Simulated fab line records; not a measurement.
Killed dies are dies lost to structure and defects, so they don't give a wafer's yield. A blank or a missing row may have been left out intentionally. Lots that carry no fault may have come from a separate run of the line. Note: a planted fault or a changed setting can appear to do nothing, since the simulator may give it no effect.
Problem report, 8D (eight disciplines) form, completed by code ; flow sfqLine ; the parts of the form that need people (team, actions taken, sign-off) are left out

1. THE ISSUE
At SFQ_TRILAYER_L0_VIA_ETCH_VIA_ETCH_016, rfFwdPowerW averages 414.9 W over 2 wafers from 2 lots, while fault-free wafers read 495.4 W, standard deviation 2.1. That is -38 standard deviations from the usual mean.
The step: etches SiO2 in CHF3, stops on MoNx KI, target depth 80 nm.
First observed at day 14 06:40: wafer L751.6, on rieDiel-03. Wafers with a number at this step in the record: 42, from 14 lots. The rule behind "out" and "out of limits": a value lying over 4 standard deviations away from the usual mean. All remaining wafers that have a number are taken as sound.

2. WHAT IT IS, AND WHAT IT ISN'T
question;is;is not
which readings at this step;rfFwdPowerW;drypumpMotorCurrentA, oesProductAu
which lots;L751, L752;L735, L736, L737, L738, L743, L745, L746, L749, L754, L756, L757, L758
which wafers of those lots;L751.6, L752.4;L751.3, L751.5, L752.3, L752.5
read on which tools;rieDiel-03;rieDiel-02, rieDiel-04
when;from day 14 06:40;"up to then (26 sound wafers); but 14 sound wafers of L752, L754, L756, L757, L758 came after"

3. SUSPECTS, AND WHAT RULES EACH OUT
Counting: a tool at a process step up to the reading stays a suspect if it ran every lot that is out. Sound lots after the first of them don't rule it out here, since some wafers of a struck lot are sound.
- rieDiel-03 at SFQ_TRILAYER_L0_VIA_ETCH_VIA_ETCH_016 (etches SiO2 in CHF3, stops on MoNx KI, target depth 80 nm): kept. Ran every lot that is out, first one L751 (day 14 06:40); last sound lot up to then L749 (day 13 10:16). On those wafers its own readings are out: rfFwdPowerW.
- In rieDiel-03 at SFQ_TRILAYER_L0_VIA_ETCH_VIA_ETCH_016, the wafers that are out were processed in chamber 2 and their sound lot-mates in chambers 1, 3.
Left after counting: rieDiel-03 at SFQ_TRILAYER_L0_VIA_ETCH_VIA_ETCH_016.

4. THE CAUSE (what the simulator had put in)
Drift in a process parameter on rieDiel-03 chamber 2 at SFQ_TRILAYER_L0_VIA_ETCH_VIA_ETCH_016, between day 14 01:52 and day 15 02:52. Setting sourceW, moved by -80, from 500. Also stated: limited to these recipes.
The count eliminated every tool but this one.

5. THE CHAIN OF EFFECTS, in route order
Each row: a reading whose mean over the struck wafers that have a number lies more than 3 standard deviations from the usual. Scope: only readings with a usual standard deviation given in the record; hours: median across lots of the time from each lot's start at the first step in this table that gives one to its start at this step; sigmas: change in usual standard deviations.
hours;step;reading;usual;on struck wafers;change;sigmas
0;SFQ_TRILAYER_L0_VIA_ETCH_VIA_ETCH_016;rfFwdPowerW;495.4 W;414.9;-80.5;-38
The process steps in it:
- SFQ_TRILAYER_L0_VIA_ETCH_VIA_ETCH_016: etches SiO2 in CHF3, stops on MoNx KI, target depth 80 nm.

6. HOW IT WOULD HAVE BEEN CAUGHT EARLIER
In this record the first reading out of limits was taken at day 14 06:40, 5 hours after the fault began at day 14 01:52.
